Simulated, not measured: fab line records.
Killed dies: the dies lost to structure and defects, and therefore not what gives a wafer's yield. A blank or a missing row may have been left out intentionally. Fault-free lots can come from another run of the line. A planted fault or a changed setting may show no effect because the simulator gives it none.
fab line records	flow sky130
record: lots: 24	wafers: 72	last-day: 50
route steps=708 shown FIELD_ISO@28 DNWELL@43 LDD_HVN@276 METAL3@563 METAL4@631
lots that met no fault: from a run of the same line without faults
start-h: start of the lot's first displayed wafer, in hours after the record's first day	wait-h: how many hours have passed since the lot's step before this one	" repeats the value in the row above	L1.1+2: one row covering several wafers at once	- value missing, or start not given	* or withheld: withheld	< > ~ a bound
route shown NAME@n: NAME is a module with steps in the file, n the number in the route of the first one	usual: mean/standard deviation of fault-free wafers	same: alike in all rows	chamber/n: place in a boat	sites: per-site readings	_std_site: standard deviation of those values	_edge_site: mean of outer sites minus mean of inner sites	radius-mm: for every site, how far away it sits from the centre of the wafer	mask NAME#n: copy n	behind: the last tool/chamber to shape the wafer	hold: why the lot went on hold/how many hours it stayed there/how the hold came to an end	device: names the non-switching transistor (n, p or np)	end of line: tests of these same wafers at the route's end	where a step has no rows: the recipe by itself	killed: not the wafer's yield, but the dies lost to structure and defects at the first sort	map: shows each die of a wafer: x if killed, . if not, _ if none is there
set.NAME: the setting that was run; set.NAME@STEP: the one run at that earlier step	model.NAME: the simulator's own value behind a step, which no gauge read
steps of the route over a sample of lots; a table a step, a row a wafer
services: the hour from which a tool's chamber was out of use, counted from the record's first day as start-h (under 0 if before that day), plus the number of hours and why
== steps ==
step: SKY_FIELD_ISO_CMP_27
recipe: stop-on: Si3N4	t-overpolish-s: 16	down-force-psi: 4	platen-rpm: 60	target-thk-nm: 457.8	pad-velocity-m-s: 0.94248
usual: motor-current-A: 11.8/1.1	overpolish-run-s: 16.001/0.0087	time-to-endpoint-s: 110/3.9
lot.wafer	tool	chamber	start-h	wait-h	motor-current-A	overpolish-run-s	time-to-endpoint-s
L074.1	cmp-01	3	32.84	0.0	10.7	16.009	110
L074.2	"	1	"	"	13.2	15.994	114
L074.3	"	2	"	"	11.1	15.990	109
L075.1	cmp-01	3	41.60	0.1	10.4	15.994	118
L075.2	"	1	"	"	13.2	15.990	118
L075.6	"	2	"	"	10.9	15.998	119
L076.3	cmp-01	0	47.60	0.0	10.7	15.992	117
L076.2	"	1	"	"	12.8	15.997	115
L076.5	"	1	"	"	13.2	16.009	115
L077.1	cmp-02	2	49.53	0.1	11.3	16.005	110
L077.3	"	0	"	"	13.1	15.998	108
L077.6	"	1	"	"	13.0	16.013	111
L078.2	cmp-01	3	53.52	0.0	10.6	15.999	115
L078.4	"	0	"	"	11.2	16.014	116
L078.6	"	0	"	"	11.0	16.010	115
L079.3	cmp-02	3	60.68	0.0	11.9	15.982	106
L079.4	"	0	"	"	12.4	15.981	111
L079.2	"	2	"	"	11.6	16.006	105
L080.4	cmp-02	0	65.84	0.0	12.5	16.004	112
L080.2	"	1	"	"	13.8	16.006	109
L080.1	"	2	"	"	11.3	15.999	105
L081.4	cmp-01	2	71.93	0.1	11.3	15.988	110
L081.1	"	3	"	"	11.1	15.995	110
L081.5	"	1	"	"	13.4	16.007	112
L082.1	cmp-01	0	76.18	0.1	10.6	16.012	111
L082.6	"	2	"	"	10.8	16.006	110
L082.5	"	3	"	"	10.7	16.009	113
L083.4	cmp-01	1	79.56	0.2	13.6	15.990	108
L083.1	"	3	"	"	9.8	16.011	112
L083.5	"	1	"	"	14.0	16.009	108
L084.1	cmp-02	2	85.77	0.1	11.7	15.987	103
L084.4	"	0	"	"	12.1	15.993	109
L084.6	"	2	"	"	11.7	16.012	103
L085.1	cmp-02	0	94.83	0.1	12.6	16.007	107
L085.4	"	2	"	"	11.8	16.001	104
L085.5	"	3	"	"	10.7	16.009	107
L086.4	cmp-01	1	97.81	0.1	13.5	16.008	114
L086.5	"	3	"	"	10.7	15.997	112
L086.6	"	0	"	"	11.1	16.007	111
L087.1	cmp-02	1	100.74	0.1	14.2	16.002	111
L087.2	"	2	"	"	12.6	16.000	106
L087.3	"	3	"	"	10.7	15.997	111
L088.4	cmp-02	0	106.54	0.1	12.2	16.018	109
L088.6	"	2	"	"	11.5	16.004	104
L088.5	"	3	"	"	11.2	16.006	110
L089.1	cmp-01	0	114.30	0.1	10.6	15.999	106
L089.3	"	1	"	"	13.3	15.982	106
L089.5	"	3	"	"	10.6	15.999	108
L090.2	cmp-02	0	120.20	0.1	12.4	16.005	109
L090.1	"	1	"	"	14.2	16.013	110
L090.5	"	3	"	"	10.9	16.012	108
L091.3	cmp-01	3	120.82	0.1	10.7	16.008	108
L091.6	"	0	"	"	11.3	15.999	111
L091.5	"	1	"	"	13.7	15.988	108
L092.1	cmp-01	2	132.97	0.1	11.5	15.997	108
L092.6	"	3	"	"	10.5	16.002	111
L092.5	"	0	"	"	10.7	15.994	112
L093.4	cmp-01	0	135.83	0.0	10.7	16.002	106
L093.1	"	1	"	"	13.3	15.996	102
L093.2	"	3	"	"	10.5	15.999	107
L094.3	cmp-02	3	144.44	0.2	11.1	15.998	107
L094.5	"	0	"	"	12.4	15.998	109
L094.6	"	1	"	"	13.4	16.005	110
L095.2	cmp-02	2	144.59	0.4	11.8	15.997	106
L095.5	"	2	"	"	11.5	15.996	104
L095.6	"	3	"	"	11.7	15.980	107
L096.2	cmp-02	1	147.44	0.1	13.4	16.006	110
L096.1	"	2	"	"	12.1	15.997	108
L096.5	"	1	"	"	13.3	15.999	114
L097.3	cmp-01	1	152.73	0.0	13.1	16.016	111
L097.2	"	0	"	"	10.3	16.011	113
L097.5	"	2	"	"	11.0	16.008	111
step: SKY_DNWELL_STRIP_08
recipe: chemistry: O2/N2	power-w: 1400	pressure-mtorr: 1500	platen-temp-c: withheld	o2-flow-sccm: 3000	n2-flow-sccm: 300	overash-fraction: 0.5
usual: chamber-pressure-mTorr: 1500.1/1.3	drypump-motor-current-A: 5.8/0.61	oes-product-au: 0.722/0.0042	strip-time-to-endpoint-s: 36.92/0.093
lot.wafer	tool	chamber	start-h	wait-h	chamber-pressure-mTorr	drypump-motor-current-A	oes-product-au	rf-hours-counter-h	strip-time-to-endpoint-s
L074.1	plasma-asher-04	0	51.11	0.1	1500.0	6.1	0.722	24	37.00
L074.2	"	1	"	"	1498.0	5.2	0.727	24	37.05
L074.3	"	1	"	"	1501.9	5.2	0.722	-	36.87
L075.1	plasma-asher-03	1	60.54	0.1	1497.9	6.6	0.721	37	36.84
L075.2	"	0	"	"	1500.1	5.2	0.720	37	36.86
L075.6	"	0	"	"	1499.7	5.2	0.725	-	36.95
L076.2	plasma-asher-04	1	65.96	0.1	1499.4	5.2	0.724	26	36.95
L076.3	"	1	"	"	1499.7	5.2	0.723	-	36.88
L076.5	"	0	"	"	1499.8	6.1	0.725	-	37.07
L077.1	plasma-asher-01	1	67.46	0.1	1499.7	6.6	0.725	39	36.88
L077.3	"	1	"	"	1500.6	6.6	0.719	-	36.87
L077.6	"	1	"	"	1497.2	6.5	0.722	-	36.83
L078.2	plasma-asher-03	0	72.14	0.1	1501.4	5.2	0.718	39	37.08
L078.4	"	1	"	"	1500.4	6.5	0.727	-	36.99
L078.6	"	0	"	"	1498.6	5.2	0.727	-	36.98
L079.2	plasma-asher-03	0	79.53	0.1	1500.6	5.2	0.723	39	37.05
L079.3	"	0	"	"	1500.1	5.2	0.719	-	37.09
L079.4	"	1	"	"	1499.0	6.5	0.717	-	37.03
L080.1	plasma-asher-03	0	86.11	0.1	1495.7	5.2	0.722	40	37.15
L080.2	"	1	"	"	1500.6	6.5	0.719	40	36.93
L080.4	"	0	"	"	1500.4	5.2	0.717	-	36.86
L081.1	plasma-asher-04	1	92.60	0.2	1500.0	5.2	0.722	30	36.95
L081.4	"	1	"	"	1499.6	5.2	0.727	-	36.77
L081.5	"	0	"	"	1498.5	6.1	0.718	-	36.86
L082.1	plasma-asher-03	0	95.26	0.1	1499.4	5.2	0.727	41	36.92
L082.5	"	1	"	"	1500.4	6.5	0.727	-	36.95
L082.6	"	0	"	"	1503.7	5.2	0.718	-	36.88
L083.1	plasma-asher-04	1	98.94	0.1	1497.5	5.2	0.720	30	37.24
L083.4	"	0	"	"	1500.2	6.1	0.721	-	37.10
L083.5	"	1	"	"	1500.0	5.2	0.724	-	37.08
L084.1	plasma-asher-03	1	108.49	0.1	1500.4	6.5	0.722	42	36.76
L084.4	"	1	"	"	1499.7	6.5	0.731	-	36.83
L084.6	"	1	"	"	1501.1	6.5	0.724	-	36.84
L085.1	plasma-asher-04	1	117.03	0.1	1499.8	5.2	0.719	33	36.96
L085.4	"	1	"	"	1498.7	5.2	0.721	-	36.98
L085.5	"	1	"	"	1500.5	5.2	0.723	-	37.01
L086.4	plasma-asher-03	0	118.29	0.1	1499.7	5.2	0.713	-	36.86
L086.5	"	1	"	"	1499.3	6.5	0.718	-	36.88
L086.6	"	0	"	"	1500.8	5.2	0.721	-	36.80
L087.1	plasma-asher-01	0	123.11	0.1	1499.1	5.3	0.726	42	37.05
L087.2	"	1	"	"	1499.6	6.5	0.716	42	36.96
L087.3	"	1	"	"	1499.9	6.6	0.729	-	37.02
L088.4	plasma-asher-04	1	128.66	0.1	1497.8	5.2	0.725	-	36.88
L088.5	"	1	"	"	1500.4	5.2	0.719	-	36.85
L088.6	"	0	"	"	1500.3	6.2	0.716	-	36.91
L089.1	plasma-asher-01	1	135.41	0.1	1502.1	6.5	0.722	43	36.78
L089.3	"	0	"	"	1500.3	5.3	0.722	-	36.68
L089.5	"	1	"	"	1501.2	6.6	0.721	-	36.75
L090.1	plasma-asher-03	1	141.04	0.1	1500.1	6.5	0.714	2	36.89
L090.2	"	0	"	"	1498.1	5.2	0.726	2	36.92
L090.5	"	1	"	"	1499.6	6.5	0.721	-	36.92
L091.3	plasma-asher-03	1	141.86	0.1	1499.8	6.6	0.721	-	37.03
L091.5	"	1	"	"	1498.3	6.6	0.718	-	36.95
L091.6	"	0	"	"	1501.7	5.2	0.722	-	36.94
L092.1	plasma-asher-04	0	160.46	0.1	1502.5	6.2	0.720	37	36.83
L092.5	"	0	"	"	1500.0	6.1	0.722	-	36.87
L092.6	"	1	"	"	1500.6	5.2	0.726	-	36.90
L093.1	plasma-asher-01	0	160.53	0.1	1499.3	5.3	0.719	45	36.89
L093.2	"	1	"	"	1499.3	6.6	0.714	45	37.01
L093.4	"	0	"	"	1499.5	5.3	0.725	-	37.04
L095.2	plasma-asher-01	0	169.01	0.1	1499.0	5.3	0.717	46	36.76
L095.5	"	1	"	"	1498.3	6.5	0.723	-	36.92
L095.6	"	0	"	"	1501.6	5.3	0.720	-	36.84
L094.3	plasma-asher-03	1	169.46	0.1	1498.7	6.5	0.723	-	36.88
L094.5	"	1	"	"	1500.1	6.5	0.718	-	36.92
L094.6	"	0	"	"	1501.2	5.2	0.721	-	36.90
L096.1	plasma-asher-04	1	171.34	0.1	1500.0	5.2	0.717	39	36.91
L096.2	"	0	"	"	1501.7	6.1	0.722	39	36.80
L096.5	"	1	"	"	1501.0	5.2	0.719	-	36.84
L097.2	plasma-asher-01	0	175.49	0.1	1499.5	5.3	0.716	47	37.03
L097.3	"	1	"	"	1499.5	6.5	0.718	-	37.04
L097.5	"	1	"	"	1499.5	6.5	0.729	-	36.90
step: SKY_LDD_HVN_STRIP_09
recipe: chemistry: O2/N2	power-w: 1400	pressure-mtorr: 1500	platen-temp-c: withheld	o2-flow-sccm: 3000	n2-flow-sccm: 300	overash-fraction: 0.5
usual: chamber-pressure-mTorr: 1500.1/1.4	drypump-motor-current-A: 5.7/0.55	oes-product-au: 0.408/0.0049	strip-time-to-endpoint-s: 4.137/0.015
lot.wafer	tool	chamber	start-h	wait-h	chamber-pressure-mTorr	drypump-motor-current-A	oes-product-au	rf-hours-counter-h	strip-time-to-endpoint-s
L074.1	plasma-asher-03	1	455.49	0.1	1497.9	6.5	0.408	31	4.108
L074.2	"	0	"	"	1500.3	5.2	0.414	31	4.137
L074.3	"	1	"	"	1500.5	6.5	0.416	-	4.126
L075.1	plasma-asher-04	0	471.69	0.1	1499.4	6.1	0.409	69	4.132
L075.2	"	1	"	"	1500.3	5.2	0.405	69	4.127
L075.6	"	0	"	"	1502.0	6.1	0.411	-	4.093
L077.1	plasma-asher-02	0	488.14	0.1	1502.6	6.1	0.415	5	4.133
L077.3	"	1	"	"	1501.0	5.1	0.416	-	4.129
L077.6	"	0	"	"	1500.0	6.0	0.419	-	4.127
L076.2	plasma-asher-03	1	488.44	0.1	1502.0	6.6	0.407	34	4.129
L076.3	"	1	"	"	1497.4	6.6	0.404	-	4.116
L076.5	"	0	"	"	1499.1	5.2	0.410	-	4.106
L078.2	plasma-asher-02	1	494.89	0.1	1499.2	5.2	0.406	6	4.150
L078.4	"	1	"	"	1498.5	5.1	0.403	-	4.150
L078.6	"	1	"	"	1499.6	5.1	0.406	-	4.158
L079.2	plasma-asher-02	0	498.89	0.1	1499.9	6.1	0.407	6	4.141
L079.3	"	1	"	"	1499.7	5.1	0.409	-	4.147
L079.4	"	0	"	"	1500.0	6.1	0.412	-	4.137
L080.1	plasma-asher-02	1	522.54	0.1	1500.9	5.1	0.407	9	4.117
L080.2	"	0	"	"	1501.1	6.0	0.412	9	4.146
L080.4	"	0	"	"	1501.7	6.1	0.411	-	4.150
L081.1	plasma-asher-03	1	529.69	0.1	1499.8	6.5	0.406	39	4.139
L081.4	"	1	"	"	1500.3	6.5	0.407	-	4.119
L081.5	"	0	"	"	1498.5	5.2	0.408	-	4.156
L082.1	plasma-asher-03	0	533.97	0.1	1502.8	5.2	0.408	39	4.148
L082.5	"	1	"	"	1501.5	6.6	0.412	-	4.162
L082.6	"	0	"	"	1499.3	5.2	0.406	-	4.154
L083.1	plasma-asher-03	1	541.79	0.1	1498.9	6.6	0.411	40	4.126
L083.4	"	0	"	"	1499.3	5.2	0.412	-	4.149
L083.5	"	1	"	"	1500.7	6.5	0.409	-	4.128
L084.1	plasma-asher-02	1	555.19	0.1	1498.9	5.1	0.403	12	4.107
L084.4	"	1	"	"	1498.9	5.1	0.409	-	4.146
L084.6	"	1	"	"	1500.2	5.2	0.400	-	4.128
L085.1	plasma-asher-04	0	568.44	0.1	1500.8	6.2	0.399	78	4.145
L085.4	"	1	"	"	1501.5	5.2	0.417	-	4.136
L085.5	"	0	"	"	1500.6	6.1	0.412	-	4.125
L086.4	plasma-asher-03	0	580.58	0.1	1499.0	5.2	0.411	-	4.130
L086.5	"	1	"	"	1500.6	6.5	0.417	-	4.139
L086.6	"	0	"	"	1499.5	5.2	0.404	-	4.124
L087.1	plasma-asher-03	1	584.89	0.1	1501.7	6.5	0.409	44	4.160
L087.2	"	0	"	"	1499.2	5.2	0.402	44	4.169
L087.3	"	0	"	"	1498.9	5.2	0.406	-	4.146
L088.4	plasma-asher-02	1	586.47	0.1	1500.6	5.1	0.399	-	4.125
L088.5	"	0	"	"	1501.6	6.0	0.405	-	4.140
L088.6	"	1	"	"	1500.3	5.1	0.411	-	4.143
L089.1	plasma-asher-02	1	594.34	0.1	1498.1	5.1	0.410	16	4.142
L089.3	"	0	"	"	1500.4	6.0	0.407	-	4.138
L089.5	"	1	"	"	1499.3	5.1	0.409	-	4.130
L090.1	plasma-asher-04	1	602.99	0.1	1497.8	5.2	0.406	81	4.135
L090.2	"	0	"	"	1498.9	6.2	0.417	81	4.144
L090.5	"	1	"	"	1497.7	5.2	0.401	-	4.156
L091.3	plasma-asher-04	1	605.18	0.1	1500.1	5.2	0.418	-	4.134
L091.5	"	1	"	"	1503.6	5.2	0.402	-	4.116
L091.6	"	0	"	"	1501.8	6.2	0.403	-	4.128
L092.1	plasma-asher-04	1	631.02	0.1	1501.7	5.2	0.414	83	4.137
L092.5	"	0	"	"	1498.8	6.2	0.409	-	4.136
L092.6	"	1	"	"	1501.4	5.2	0.410	-	4.137
L093.1	plasma-asher-04	0	635.39	0.1	1501.0	6.1	0.402	84	4.145
L093.2	"	1	"	"	1498.7	5.2	0.409	84	4.158
L093.4	"	1	"	"	1500.2	5.2	0.403	-	4.150
L095.2	plasma-asher-04	0	641.19	0.1	1500.0	6.2	0.410	85	4.128
L095.5	"	0	"	"	1498.1	6.2	0.400	-	4.137
L095.6	"	1	"	"	1499.5	5.2	0.406	-	4.125
L094.3	plasma-asher-02	1	646.11	0.1	1500.1	5.1	0.418	-	4.122
L094.5	"	0	"	"	1499.0	6.0	0.410	-	4.128
L094.6	"	1	"	"	1502.3	5.1	0.415	-	4.120
L096.1	plasma-asher-04	0	652.89	0.1	1502.5	6.1	0.408	86	4.149
L096.2	"	1	"	"	1500.7	5.2	0.412	86	4.130
L096.5	"	1	"	"	1500.4	5.2	0.413	-	4.113
L097.2	plasma-asher-02	0	656.89	0.1	1500.3	6.0	0.408	22	4.156
L097.3	"	0	"	"	1500.3	6.0	0.411	-	4.133
L097.5	"	1	"	"	1498.4	5.1	0.404	-	4.149
step: SKY_METAL3_CD_MEAS_13
recipe: target-cd-nm: 300
usual: cd-nm: 300.0/1.7
lot.wafer	tool	chamber	start-h	wait-h	cd-nm
L074.1	cd-sem-02	-	893.03	-	297.4
L074.2	"	-	"	"	299.0
L074.3	"	-	"	"	299.9
L075.1	cd-sem-01	-	904.59	-	302.3
L075.2	"	-	"	"	302.2
L075.6	"	-	"	"	300.6
L077.1	cd-sem-02	-	939.14	-	301.2
L077.3	"	-	"	"	301.3
L077.6	"	-	"	"	300.7
L078.2	cd-sem-02	-	942.30	-	300.9
L078.4	"	-	"	"	300.8
L078.6	"	-	"	"	300.9
L076.2	cd-sem-01	-	942.65	-	300.9
L076.3	"	-	"	"	300.8
L076.5	"	-	"	"	301.3
L079.2	cd-sem-02	-	943.00	-	299.1
L079.3	"	-	"	"	299.2
L079.4	"	-	"	"	299.2
L080.1	cd-sem-02	-	946.08	-	299.8
L080.2	"	-	"	"	300.6
L080.4	"	-	"	"	300.0
L081.1	cd-sem-01	-	952.09	-	299.4
L081.4	"	-	"	"	298.8
L081.5	"	-	"	"	299.1
L082.1	cd-sem-02	-	955.03	-	300.0
L082.5	"	-	"	"	298.8
L082.6	"	-	"	"	300.6
L083.1	cd-sem-02	-	961.09	-	300.4
L083.4	"	-	"	"	300.9
L083.5	"	-	"	"	299.2
L084.1	cd-sem-02	-	972.91	-	300.5
L084.4	"	-	"	"	300.6
L084.6	"	-	"	"	300.9
L085.1	cd-sem-02	-	984.91	-	302.0
L085.4	"	-	"	"	302.4
L085.5	"	-	"	"	301.9
L086.4	cd-sem-02	-	995.09	-	298.5
L086.5	"	-	"	"	298.9
L086.6	"	-	"	"	300.1
L087.1	cd-sem-01	-	998.46	-	301.0
L087.2	"	-	"	"	300.3
L087.3	"	-	"	"	299.7
L088.4	cd-sem-01	-	999.47	-	295.8
L088.5	"	-	"	"	297.4
L088.6	"	-	"	"	297.5
L089.1	cd-sem-02	-	1002.26	-	298.4
L089.3	"	-	"	"	298.7
L089.5	"	-	"	"	298.9
L090.1	cd-sem-02	-	1015.04	-	297.3
L090.2	"	-	"	"	299.1
L090.5	"	-	"	"	298.3
L091.3	cd-sem-02	-	1015.55	-	300.3
L091.5	"	-	"	"	299.6
L091.6	"	-	"	"	300.8
L092.1	cd-sem-02	-	1032.34	-	296.0
L092.5	"	-	"	"	296.5
L092.6	"	-	"	"	297.8
L093.1	cd-sem-01	-	1037.19	-	300.6
L093.2	"	-	"	"	300.4
L093.4	"	-	"	"	300.4
L095.2	cd-sem-01	-	1042.70	-	303.3
L095.5	"	-	"	"	304.4
L095.6	"	-	"	"	303.7
L094.3	cd-sem-01	-	1045.18	-	299.7
L094.5	"	-	"	"	298.8
L094.6	"	-	"	"	300.1
L096.1	cd-sem-01	-	1047.66	-	302.6
L096.2	"	-	"	"	299.6
L096.5	"	-	"	"	300.7
L097.2	cd-sem-02	-	1051.70	-	300.3
L097.3	"	-	"	"	299.9
L097.5	"	-	"	"	300.5
step: SKY_METAL3_OVL_MEAS_14
usual: METAL3_OVL: 1/5.9
lot.wafer	tool	chamber	start-h	wait-h	METAL3_OVL[nm]
L074.1	overlay-02	-	893.15	0.1	1
L074.2	"	-	"	"	0
L074.3	"	-	"	"	3
L075.1	overlay-02	-	904.71	0.1	1
L075.2	"	-	"	"	-3
L075.6	"	-	"	"	-8
L077.1	overlay-01	-	939.26	0.1	6
L077.3	"	-	"	"	11
L077.6	"	-	"	"	1
L078.2	overlay-02	-	942.40	0.1	7
L078.4	"	-	"	"	5
L078.6	"	-	"	"	7
L076.2	overlay-02	-	942.75	0.1	-2
L076.3	"	-	"	"	8
L076.5	"	-	"	"	5
L079.2	overlay-01	-	943.10	0.1	2
L079.3	"	-	"	"	-4
L079.4	"	-	"	"	4
L080.1	overlay-01	-	946.20	0.1	1
L080.2	"	-	"	"	5
L080.4	"	-	"	"	2
L081.1	overlay-02	-	952.21	0.1	6
L081.4	"	-	"	"	-2
L081.5	"	-	"	"	6
L082.1	overlay-02	-	955.15	0.1	-4
L082.5	"	-	"	"	-11
L082.6	"	-	"	"	-4
L083.1	overlay-02	-	961.21	0.1	4
L083.4	"	-	"	"	-3
L083.5	"	-	"	"	-6
L084.1	overlay-01	-	973.03	0.1	-1
L084.4	"	-	"	"	-5
L084.6	"	-	"	"	-3
L085.1	overlay-01	-	985.03	0.1	-10
L085.4	"	-	"	"	-8
L085.5	"	-	"	"	-12
L086.4	overlay-02	-	995.17	0.1	9
L086.5	"	-	"	"	-3
L086.6	"	-	"	"	4
L087.1	overlay-01	-	998.58	0.1	-8
L087.2	"	-	"	"	-6
L087.3	"	-	"	"	-3
L088.4	overlay-01	-	999.55	0.1	6
L088.5	"	-	"	"	7
L088.6	"	-	"	"	11
L089.1	overlay-02	-	1002.38	0.1	7
L089.3	"	-	"	"	3
L089.5	"	-	"	"	-3
L090.1	overlay-02	-	1015.16	0.1	-8
L090.2	"	-	"	"	-9
L090.5	"	-	"	"	-6
L091.3	overlay-02	-	1015.64	0.1	-3
L091.5	"	-	"	"	-3
L091.6	"	-	"	"	-6
L092.1	overlay-01	-	1032.46	0.1	-7
L092.5	"	-	"	"	-9
L092.6	"	-	"	"	-2
L093.1	overlay-02	-	1037.31	0.1	6
L093.2	"	-	"	"	7
L093.4	"	-	"	"	2
L095.2	overlay-02	-	1042.80	0.1	2
L095.5	"	-	"	"	0
L095.6	"	-	"	"	2
L094.3	overlay-02	-	1045.27	0.1	8
L094.5	"	-	"	"	6
L094.6	"	-	"	"	8
L096.1	overlay-01	-	1047.78	0.1	0
L096.2	"	-	"	"	2
L096.5	"	-	"	"	-7
L097.2	overlay-02	-	1051.80	0.1	5
L097.3	"	-	"	"	8
L097.5	"	-	"	"	5
step: SKY_METAL4_DESCUM_15
recipe: chemistry: O2	source-power-w: 150	bias-power-w: 0	pressure-mtorr: 10	temp-c: 40	time-s: 8
usual: chamber-pressure-mTorr: 10.000/0.0084	drypump-motor-current-A: 5.8/0.54	oes-product-au: 1.000/0.0099
lot.wafer	tool	chamber	start-h	wait-h	chamber-pressure-mTorr	drypump-motor-current-A	oes-product-au	rf-hours-counter-h
L074.1	rie-metal-01	1	970.82	0.0	10.001	6.3	0.992	12
L074.2	"	0	"	"	9.982	6.4	1.006	16
L074.3	"	0	"	"	10.018	6.4	0.995	-
L075.1	rie-metal-02	1	981.41	0.0	10.010	6.2	1.001	8
L075.2	"	0	"	"	10.010	5.7	1.010	10
L075.6	"	0	"	"	10.010	5.7	1.019	-
L077.1	rie-metal-04	0	1015.32	0.0	10.002	4.9	1.003	4
L077.3	"	1	"	"	9.999	5.3	0.987	-
L077.6	"	0	"	"	10.013	4.9	1.018	-
L078.2	rie-metal-04	0	1016.26	0.0	10.005	4.9	1.008	4
L078.4	"	1	"	"	10.000	5.3	0.989	-
L078.6	"	1	"	"	10.004	5.3	0.994	-
L076.2	rie-metal-04	0	1016.62	0.0	9.998	4.9	1.020	4
L076.3	"	0	"	"	10.003	4.9	1.008	-
L076.5	"	1	"	"	10.002	5.3	1.003	-
L079.2	rie-metal-02	1	1018.36	0.0	10.006	6.2	1.010	10
L079.3	"	1	"	"	10.003	6.2	1.002	-
L079.4	"	0	"	"	9.991	5.7	1.001	-
L080.1	rie-metal-01	0	1020.28	0.0	10.002	6.3	0.983	18
L080.2	"	1	"	"	10.007	6.2	0.995	15
L080.4	"	1	"	"	10.001	6.2	0.990	-
L081.1	rie-metal-02	1	1026.18	0.0	9.989	6.2	0.995	11
L081.4	"	0	"	"	9.983	5.7	0.997	-
L081.5	"	1	"	"	9.997	6.2	0.998	-
L082.1	rie-metal-02	0	1028.56	0.0	10.000	5.7	1.006	14
L082.5	"	0	"	"	9.995	5.7	1.003	-
L082.6	"	1	"	"	10.005	6.2	1.004	-
L083.1	rie-metal-04	0	1033.92	0.0	10.010	4.9	1.016	5
L083.4	"	0	"	"	10.011	4.9	1.014	-
L083.5	"	0	"	"	10.005	4.9	1.012	-
L084.1	rie-metal-04	0	1046.76	0.0	9.987	4.9	1.007	6
L084.4	"	0	"	"	10.004	4.9	1.002	-
L084.6	"	1	"	"	9.996	5.4	0.988	-
L085.1	rie-metal-04	0	1057.26	0.0	9.985	4.9	1.007	6
L085.4	"	1	"	"	10.021	5.3	0.988	-
L085.5	"	1	"	"	9.987	5.3	0.986	-
L086.4	rie-metal-04	0	1064.93	0.0	10.000	4.9	1.004	-
L086.5	"	0	"	"	10.001	5.0	1.005	-
L086.6	"	1	"	"	10.000	5.3	0.999	-
L087.1	rie-metal-01	0	1068.23	0.0	9.994	6.4	0.993	22
L087.2	"	1	"	"	10.001	6.2	0.985	18
L087.3	"	0	"	"	9.991	6.4	0.983	-
L088.4	rie-metal-02	0	1069.68	0.0	10.004	5.7	1.011	-
L088.5	"	0	"	"	10.008	5.7	1.008	-
L088.6	"	1	"	"	9.994	6.2	0.996	-
L089.1	rie-metal-02	1	1071.53	0.0	9.997	6.2	1.002	14
L089.3	"	0	"	"	10.005	5.7	0.998	-
L089.5	"	1	"	"	9.994	6.2	1.004	-
L090.1	rie-metal-01	1	1083.78	0.0	10.008	6.2	0.997	19
L090.2	"	1	"	"	9.995	6.2	0.996	-
L090.5	"	1	"	"	9.995	6.2	1.001	-
L091.3	rie-metal-01	1	1084.49	0.0	10.001	6.2	0.988	-
L091.5	"	1	"	"	10.011	6.3	0.986	-
L091.6	"	1	"	"	9.997	6.2	0.991	-
L092.1	rie-metal-01	1	1099.88	0.0	10.001	6.2	0.993	22
L092.5	"	1	"	"	9.997	6.2	0.982	-
L092.6	"	0	"	"	10.008	6.4	0.982	-
L093.1	rie-metal-02	1	1105.23	0.0	10.014	6.2	1.002	17
L093.2	"	0	"	"	10.017	5.7	1.006	19
L093.4	"	1	"	"	10.014	6.2	1.002	-
L095.2	rie-metal-04	0	1111.17	0.0	9.993	4.9	1.003	10
L095.5	"	1	"	"	10.004	5.4	0.990	-
L095.6	"	0	"	"	9.998	4.9	1.028	-
L094.3	rie-metal-01	0	1112.27	0.0	9.994	6.4	0.998	-
L094.5	"	1	"	"	9.995	6.2	1.002	-
L094.6	"	0	"	"	10.004	6.4	0.989	-
L096.1	rie-metal-01	1	1115.18	0.0	10.001	6.3	0.990	23
L096.2	"	0	"	"	10.002	6.4	0.983	24
L096.5	"	1	"	"	9.990	6.3	0.990	-
L097.2	rie-metal-04	0	1117.57	0.0	9.994	4.9	1.014	11
L097.3	"	0	"	"	10.013	4.9	1.017	-
L097.5	"	0	"	"	10.004	4.9	1.011	-
== services ==
tool	chamber	start-h	hours	kind
cmp-01	-	56.50	2.5	repair
cmp-01	-	64.00	4.0	pm
plasma-asher-03	-	73.07	3.5	repair
cmp-01	-	84.48	2.3	repair
plasma-asher-03	-	89.89	2.8	pm
plasma-asher-03	-	108.75	9.0	pm
cmp-01	-	143.27	7.9	pm
plasma-asher-03	-	155.63	0.4	repair
plasma-asher-04	-	186.13	0.6	repair
plasma-asher-03	-	187.49	3.5	repair
plasma-asher-03	-	189.19	2.4	repair
plasma-asher-04	-	192.27	1.3	repair
plasma-asher-04	-	197.83	4.3	repair
plasma-asher-03	-	293.51	14.6	pm
plasma-asher-03	-	321.84	15.6	pm
plasma-asher-04	-	512.30	10.2	repair
plasma-asher-04	-	583.52	2.7	repair
plasma-asher-04	-	584.69	3.2	repair
plasma-asher-04	-	714.39	14.6	pm
plasma-asher-04	-	793.98	1.0	repair
plasma-asher-04	-	846.12	0.6	repair
plasma-asher-04	-	980.56	2.8	pm
plasma-asher-04	-	1055.25	9.0	pm
plasma-asher-04	-	1111.62	4.3	repair
== key ==
fault none
